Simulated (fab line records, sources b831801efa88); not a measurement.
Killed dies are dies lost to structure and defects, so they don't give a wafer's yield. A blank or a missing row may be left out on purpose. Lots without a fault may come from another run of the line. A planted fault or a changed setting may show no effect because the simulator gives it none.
fab line records | flow sfq_line
record lots=14 wafers=42 last_day=81
route steps=325 shown M0@29 A5B@209 R5@216 I7@307
lots that met no fault: from a run of the same line without faults
start_h: hours from the record's first day to the start of the lot's first wafer shown | wait_h: hours since the lot's step before | " the same as in the row above | L1.1+2: a row that stands for several wafers | - no value, or no start given | * or withheld: withheld | < > ~ a bound
route shown NAME@n: a module of which the file shows steps, and the number in the route of the first | usual: mean/standard deviation of fault-free wafers | same: alike in all rows | chamber/n: place in a boat | sites: the reading at each site | _std_site: their standard deviation | _edge_site: outer sites' mean less inner sites' | radius_mm: how far each site lies from the wafer's centre | mask NAME#n: copy n | behind: the tool/chamber that last shaped the wafer | hold: why the lot was held/for how many hours/how that ended | device: the transistor (n, p or np) that didn't switch | end of line: the same wafers' tests at the end of the route | a step without rows: its recipe alone | killed: dies lost to structure and defects at the first sort, not the wafer's yield | map: a wafer's dies, x killed, . not, _ none there
set.NAME: the setting as run; set.NAME@STEP: as run at that earlier step | model.NAME: the simulator's own value behind a step, which no gauge read
steps of the route over a sample of lots; a table a step, a row a wafer
services: from which hour (start_h, from the record's first day; less than 0 if before it) a tool's chamber was out of use, for how many hours, and why
## steps
# step SFQ_TRILAYER_M0_DEP_SPUTTER_019
# recipe material=Nb base_pressure_pa=1.33e-06 chamber_pressure_pa=0.1333 substrate_temp_c=20 resputter_cathode_voltage_v=400 target_thk_nm=200 power_w=2000 time_s=133.3
# usual base_pressure_pa=1.33e-06/9.1e-08 throttle_valve_pct=30.1/0.65
# columns lot.wafer tool chamber start_h wait_h base_pressure_pa throttle_valve_pct
L981.4 pvd_sputter-06 - 167.13 0.0 1.3e-06 28.7
L981.5 " - " " 1.27e-06 29.5
L981.6 " - " " 1.37e-06 28.5
L982.3 pvd_sputter-03 - 173.13 0.0 1.25e-06 30.0
L982.4 " - " " 1.3e-06 30.0
L982.5 " - " " 1.29e-06 29.7
L984.1 pvd_sputter-03 - 192.33 0.0 1.26e-06 30.1
L984.2 " - " " 1.52e-06 30.6
L984.4 " - " " 1.29e-06 30.0
L985.3 pvd_sputter-03 - 201.93 0.0 1.31e-06 29.6
L985.5 " - " " 1.57e-06 29.7
L985.6 " - " " 1.38e-06 30.1
L986.2 pvd_sputter-05 - 210.35 0.0 1.24e-06 30.1
L986.5 " - " " 1.34e-06 30.2
L986.6 " - " " 1.43e-06 30.1
L987.1 pvd_sputter-06 - 216.90 0.0 1.33e-06 29.6
L987.2 " - " " 1.29e-06 28.7
L987.5 " - " " 1.45e-06 30.5
L990.1 pvd_sputter-06 - 237.12 0.0 1.31e-06 28.8
L990.3 " - " " 1.25e-06 29.5
L990.5 " - " " 1.27e-06 30.5
L991.1 pvd_sputter-05 - 246.86 0.0 1.31e-06 30.0
L991.2 " - " " 1.33e-06 30.2
L991.5 " - " " 1.24e-06 29.9
L994.2 pvd_sputter-06 - 262.45 0.0 1.12e-06 30.4
L994.5 " - " " 1.42e-06 30.3
L994.6 " - " " 1.26e-06 30.6
L995.1 pvd_sputter-06 - 274.54 0.0 1.31e-06 28.8
L995.4 " - " " 1.19e-06 28.7
L995.6 " - " " 1.24e-06 30.6
L996.2 pvd_sputter-06 - 280.45 0.0 1.42e-06 30.4
L996.4 " - " " 1.27e-06 28.9
L996.6 " - " " 1.34e-06 30.5
L997.4 pvd_sputter-06 - 286.45 0.0 1.3e-06 28.6
L997.5 " - " " 1.45e-06 30.2
L997.6 " - " " 1.38e-06 28.8
L103.3 pvd_sputter-05 - 329.46 0.0 1.32e-06 30.0
L103.5 " - " " 1.7e-06 31.1
L103.6 " - " " 1.31e-06 30.4
L104.2 pvd_sputter-05 - 335.84 0.0 1.32e-06 29.8
L104.3 " - " " 1.35e-06 30.4
L104.6 " - " " 1.27e-06 30.1
# step SFQ_M0_RS_MEAS_904
# recipe thk_meas_gauge=four-point-probe reads=Nb_of_TRILAYER_M0_DEP_SPUTTER_019
# usual M0_NB_RS=0.889/0.0087
# columns lot.wafer tool chamber start_h wait_h M0_NB_RS[ohm/sq]
L981.4 film_metro-02 - 167.28 0.1 0.895
L981.5 " - " " 0.889
L981.6 " - " " 0.895
L982.3 film_metro-01 - 173.26 0.1 0.886
L982.4 " - " " 0.904
L982.5 " - " " 0.884
L984.1 film_metro-01 - 192.42 0.0 0.893
L984.2 " - " " 0.895
L984.4 " - " " 0.874
L985.3 film_metro-02 - 202.06 0.1 0.885
L985.5 " - " " 0.883
L985.6 " - " " 0.875
L986.2 film_metro-04 - 210.46 0.1 0.895
L986.5 " - " " 0.882
L986.6 " - " " 0.889
L987.1 film_metro-01 - 216.99 0.0 0.911
L987.2 " - " " 0.913
L987.5 " - " " 0.893
L990.1 film_metro-02 - 237.21 0.0 0.892
L990.3 " - " " 0.893
L990.5 " - " " 0.886
L991.1 film_metro-02 - 246.95 0.0 0.887
L991.2 " - " " 0.890
L991.5 " - " " 0.879
L994.2 film_metro-01 - 262.56 0.1 0.870
L994.5 " - " " 0.876
L994.6 " - " " 0.875
L995.1 film_metro-01 - 274.63 0.0 0.899
L995.4 " - " " 0.901
L995.6 " - " " 0.887
L996.2 film_metro-04 - 280.56 0.1 0.639
L996.4 " - " " 0.892
L996.6 " - " " 0.882
L997.4 film_metro-04 - 286.60 0.1 0.899
L997.5 " - " " 0.638
L997.6 " - " " 0.897
L103.3 film_metro-04 - 329.59 0.1 0.898
L103.5 " - " " 0.896
L103.6 " - " " 0.893
L104.2 film_metro-02 - 335.95 0.1 0.887
L104.3 " - " " 0.891
L104.6 " - " " 0.889
# step SFQ_TRILAYER_M0_ETCH_METAL_ETCH_024
# recipe target=Nb stop_on=SiO2 mask_material=PR chemistry=Cl2/Ar target_depth_nm=240 icp_w=600 bias_w=80 pressure_mtorr=10 time_s=120
# usual drypump_motor_current_A=6.0/0.4 oes_product_au=0.894/0.0069
# columns lot.wafer tool chamber start_h wait_h drypump_motor_current_A oes_product_au rf_hours_counter_h
L981.4 rie_metal-04 0 270.06 0.1 5.3 0.893 -
L981.5 " 1 " " 5.8 0.900 -
L981.6 " 0 " " 5.3 0.883 -
L982.3 rie_metal-02 1 277.26 0.1 6.2 0.896 -
L982.4 " 0 " " 6.4 0.883 -
L982.5 " 1 " " 6.2 0.897 -
L984.1 rie_metal-02 0 292.88 0.1 6.4 0.883 78
L984.2 " 0 " " 6.4 0.894 -
L984.4 " 0 " " 6.4 0.896 -
L985.3 rie_metal-02 0 302.56 0.1 6.4 0.894 -
L985.5 " 0 " " 6.4 0.899 -
L985.6 " 0 " " 6.4 0.904 -
L986.2 rie_metal-03 1 314.23 0.0 6.3 0.889 8
L986.5 " 0 " " 5.8 0.896 -
L986.6 " 1 " " 6.3 0.898 -
L987.1 rie_metal-04 0 322.63 0.0 5.3 0.877 133
L987.2 " 1 " " 5.8 0.880 27
L987.5 " 1 " " 5.8 0.887 -
L990.1 rie_metal-03 1 342.21 0.0 6.3 0.892 12
L990.3 " 1 " " 6.3 0.895 -
L990.5 " 0 " " 5.7 0.888 -
L991.1 rie_metal-03 1 353.01 0.0 6.3 0.891 13
L991.2 " 0 " " 5.7 0.895 24
L991.5 " 0 " " 5.8 0.893 -
L994.2 rie_metal-02 1 373.41 0.0 6.2 0.908 12
L994.5 " 1 " " 6.2 0.898 -
L994.6 " 0 " " 6.4 0.908 -
L995.1 rie_metal-02 1 389.71 0.0 6.3 0.886 14
L995.4 " 1 " " 6.2 0.883 -
L995.6 " 0 " " 6.4 0.900 -
L996.2 rie_metal-02 1 394.51 0.0 6.2 1.000 15
L996.4 " 1 " " 6.2 0.892 -
L996.6 " 1 " " 6.2 0.898 -
L997.4 rie_metal-04 0 400.55 0.1 5.3 0.882 -
L997.5 " 1 " " 5.8 1.004 -
L997.6 " 0 " " 5.2 0.892 -
L103.3 rie_metal-03 0 459.13 0.1 5.7 0.891 -
L103.5 " 0 " " 5.8 0.889 -
L103.6 " 1 " " 6.3 0.890 -
L104.2 rie_metal-02 0 467.49 0.0 6.4 0.893 111
L104.3 " 0 " " 6.3 0.891 -
L104.6 " 1 " " 6.2 0.893 -
# step SFQ_TRILAYER_A5B_DEP_PECVD_129
# recipe material=SiO2 temp_c=150 time_s=133.33 pressure_torr=2.4 rf_w=183.3 precursor=SiH4/N2O target_thk_nm=600
# usual heater_power_w=85/13 throttle_valve_pct=25.5/2.1
# columns lot.wafer tool chamber start_h wait_h heater_power_w throttle_valve_pct
L981.4 pecvd-02 2 1168.34 0.0 49 25.7
L981.5 " 0 " " 76 25.7
L981.6 " 1 " " 90 29.6
L982.3 pecvd-01 0 1193.59 0.0 101 27.1
L982.4 " 0 " " 78 27.3
L982.5 " 1 " " 88 25.4
L984.1 pecvd-03 2 1194.79 0.0 98 22.5
L984.2 " 1 " " 96 22.8
L984.4 " 1 " " 74 22.7
L985.3 pecvd-03 1 1197.19 0.0 84 23.0
L985.5 " 1 " " 86 22.7
L985.6 " 2 " " 98 22.9
L986.2 pecvd-02 2 1198.39 0.0 50 26.2
L986.5 " 1 " " 104 29.9
L986.6 " 2 " " 51 26.0
L987.1 pecvd-01 1 1293.95 0.0 84 25.7
L987.2 " 0 " " 81 27.6
L987.5 " 0 " " 83 28.0
L990.1 pecvd-03 1 1318.66 0.0 80 23.1
L990.3 " 2 " " 97 22.7
L990.5 " 0 " " 75 23.9
L991.1 pecvd-02 1 1323.25 0.0 107 29.9
L991.2 " 0 " " 69 25.2
L991.5 " 2 " " 41 25.8
L994.2 pecvd-03 1 1456.08 0.0 84 23.3
L994.5 " 2 " " 100 23.0
L994.6 " 0 " " 82 24.5
L995.1 pecvd-01 1 1464.48 0.0 87 26.4
L995.4 " 0 " " 89 28.6
L995.6 " 1 " " 91 26.0
L996.2 pecvd-03 0 1469.28 0.0 82 24.0
L996.4 " 0 " " 83 24.2
L996.6 " 1 " " 89 23.1
L997.4 pecvd-01 2 1471.77 0.0 90 25.7
L997.5 " 1 " " 87 26.0
L997.6 " 0 " " 98 28.7
L103.3 pecvd-03 0 1645.53 0.0 69 24.6
L103.5 " 0 " " 72 24.5
L103.6 " 1 " " 91 23.4
L104.2 pecvd-01 0 1647.93 0.0 96 29.2
L104.3 " 1 " " 89 26.4
L104.6 " 1 " " 91 26.3
# step SFQ_R5_THK_MEAS_934
# recipe thk_meas_gauge=xrf reads=MoNx_of_TRILAYER_R5_DEP_SPUTTER_133
# usual R5_MONX_THK=40.0/0.53
# columns lot.wafer tool chamber start_h wait_h R5_MONX_THK[nm]
L981.4 film_metro-01 - 1186.35 0.1 40.9
L981.5 " - " " 40.7
L981.6 " - " " 41.0
L982.3 film_metro-04 - 1202.32 0.1 39.0
L982.4 " - " " 39.7
L982.5 " - " " 39.0
L984.1 film_metro-01 - 1207.22 0.1 41.0
L984.2 " - " " 40.5
L984.4 " - " " 40.5
L985.3 film_metro-01 - 1211.32 0.1 39.7
L985.5 " - " " 39.6
L985.6 " - " " 39.8
L986.2 film_metro-04 - 1214.31 0.1 40.5
L986.5 " - " " 41.1
L986.6 " - " " 40.8
L987.1 film_metro-01 - 1298.82 0.1 40.0
L987.2 " - " " 39.2
L987.5 " - " " 39.3
L990.1 film_metro-04 - 1326.32 0.1 39.8
L990.3 " - " " 39.1
L990.5 " - " " 38.9
L991.1 film_metro-04 - 1329.69 0.1 39.8
L991.2 " - " " 40.3
L991.5 " - " " 39.8
L994.2 film_metro-02 - 1460.60 0.1 39.7
L994.5 " - " " 40.0
L994.6 " - " " 39.6
L995.1 film_metro-02 - 1468.99 0.1 40.3
L995.4 " - " " 40.1
L995.6 " - " " 40.0
L996.2 film_metro-01 - 1473.80 0.1 40.8
L996.4 " - " " 40.2
L996.6 " - " " 40.6
L997.4 film_metro-02 - 1476.82 0.1 40.3
L997.5 " - " " 40.4
L997.6 " - " " 40.3
L103.3 film_metro-01 - 1650.05 0.1 39.8
L103.5 " - " " 40.0
L103.6 " - " " 39.9
L104.2 film_metro-01 - 1652.44 0.1 40.5
L104.3 " - " " 40.1
L104.6 " - " " 39.6
# step SFQ_TRILAYER_I7_VIA_BARC_OPEN_VIA_ETCH_260
# recipe mask_material=PR chemistry=O2 target_depth_nm=125 target=BARC source_w=500 bias_w=80 pressure_mtorr=30 time_s=41.7
# usual drypump_motor_current_A=5.7/0.53 oes_product_au=0.685/0.0046
# columns lot.wafer tool chamber start_h wait_h drypump_motor_current_A oes_product_au rf_hours_counter_h
L981.4 rie_diel-01 0 1642.22 0.0 4.8 0.680 20
L981.5 " 0 " " 4.8 0.672 -
L981.6 " 1 " " 5.9 0.689 -
L982.3 rie_diel-04 0 1744.57 0.0 6.2 0.682 0
L982.4 " 1 " " 5.3 0.686 20
L982.5 " 2 " " 5.5 0.684 -
L984.1 rie_diel-01 3 1749.37 0.0 4.8 0.686 11
L984.2 " 1 " " 5.9 0.687 18
L984.4 " 2 " " 5.5 0.694 16
L985.3 rie_diel-03 0 1758.97 0.0 5.3 0.678 6
L985.5 " 2 " " 5.7 0.678 -
L985.6 " 3 " " 6.2 0.679 -
L986.2 rie_diel-01 2 1762.70 0.0 5.5 0.685 16
L986.5 " 0 " " 4.8 0.689 -
L986.6 " 1 " " 5.9 0.684 -
L987.1 rie_diel-04 3 1763.90 0.0 6.4 0.682 17
L987.2 " 1 " " 5.3 0.685 21
L987.5 " 1 " " 5.3 0.689 -
L990.1 rie_diel-04 0 1789.10 0.0 6.2 0.694 2
L990.3 " 2 " " 5.5 0.686 0
L990.5 " 3 " " 6.4 0.686 -
L991.1 rie_diel-01 2 1791.50 0.0 5.5 0.679 17
L991.2 " 3 " " 4.8 0.680 12
L991.5 " 2 " " 5.6 0.689 -
L994.2 rie_diel-03 1 1817.87 0.0 6.4 0.688 5
L994.5 " 2 " " 5.7 0.678 -
L994.6 " 1 " " 6.4 0.685 -
L995.1 rie_diel-04 2 1819.86 0.0 5.5 0.685 1
L995.4 " 3 " " 6.4 0.685 -
L995.6 " 2 " " 5.6 0.674 -
L996.2 rie_diel-01 2 1821.06 0.0 5.5 0.687 18
L996.4 " 0 " " 4.9 0.678 22
L996.6 " 3 " " 4.8 0.684 -
L997.4 rie_diel-03 0 1824.00 0.0 5.3 0.691 7
L997.5 " 0 " " 5.3 0.684 -
L997.6 " 3 " " 6.2 0.686 -
L103.3 rie_diel-04 0 1868.46 0.0 6.2 0.683 2
L103.5 " 0 " " 6.2 0.683 -
L103.6 " 1 " " 5.3 0.681 -
L104.2 rie_diel-03 2 1870.28 0.0 5.7 0.680 17
L104.3 " 1 " " 6.4 0.684 6
L104.6 " 0 " " 5.3 0.680 -
## services
# columns tool chamber start_h hours kind
pecvd-03 - 255.49 1.5 repair
pvd_sputter-06 - 410.25 1.7 repair
rie_metal-02 1 452.49 1.7 repair
rie_metal-02 - 478.45 0.3 repair
pvd_sputter-06 - 492.07 2.8 repair
pvd_sputter-06 - 544.38 4.5 repair
pvd_sputter-06 - 579.43 5.4 repair
pecvd-03 - 658.19 0.9 repair
pvd_sputter-06 - 685.44 2.7 repair
rie_metal-02 - 867.62 0.5 repair
rie_metal-02 - 899.98 0.3 repair
rie_metal-02 0 924.25 19.3 repair
rie_metal-02 1 965.23 2.2 repair
pvd_sputter-06 - 1048.81 4.6 repair
pvd_sputter-06 - 1089.19 2.5 repair
rie_metal-02 - 1191.53 2.8 pm
rie_metal-02 - 1209.95 1.0 repair
pvd_sputter-06 - 1246.73 5.2 repair
rie_metal-02 1 1574.40 13.5 repair
rie_metal-02 - 1646.52 0.2 repair
rie_metal-02 - 1682.48 1.4 pm
pvd_sputter-06 - 1718.77 0.7 repair
pvd_sputter-06 - 1796.62 9.5 repair
rie_metal-02 - 1853.36 14.6 pm
## key
first_sign step=SFQ_M0_RS_MEAS_904 reading=M0_NB_RS direction=down sigmas=29 usual=0.889 struck=0.639
effect step=SFQ_TRILAYER_M0_ETCH_METAL_ETCH_024 reading=oes_product_au direction=up sigmas=16 usual=0.894 struck=1.002
met_at SFQ_TRILAYER_M0_DEP_SPUTTER_019
struck_lots L996,L997
struck_wafers L996.2,L997.5
not_acting_at SFQ_TRILAYER_A5B_DEP_PECVD_129,SFQ_R5_THK_MEAS_934,SFQ_TRILAYER_I7_VIA_BARC_OPEN_VIA_ETCH_260
onset_between 274.54 280.45
fault kind=process_parameter_drift tool=pvd_sputter-06 chamber=- onset_h=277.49 steps=SFQ_TRILAYER_M0_DEP_SPUTTER_019 channel=time_s offset=* shape=step end_h=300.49 acts_in=* stated=* scope=struck_wafers_only
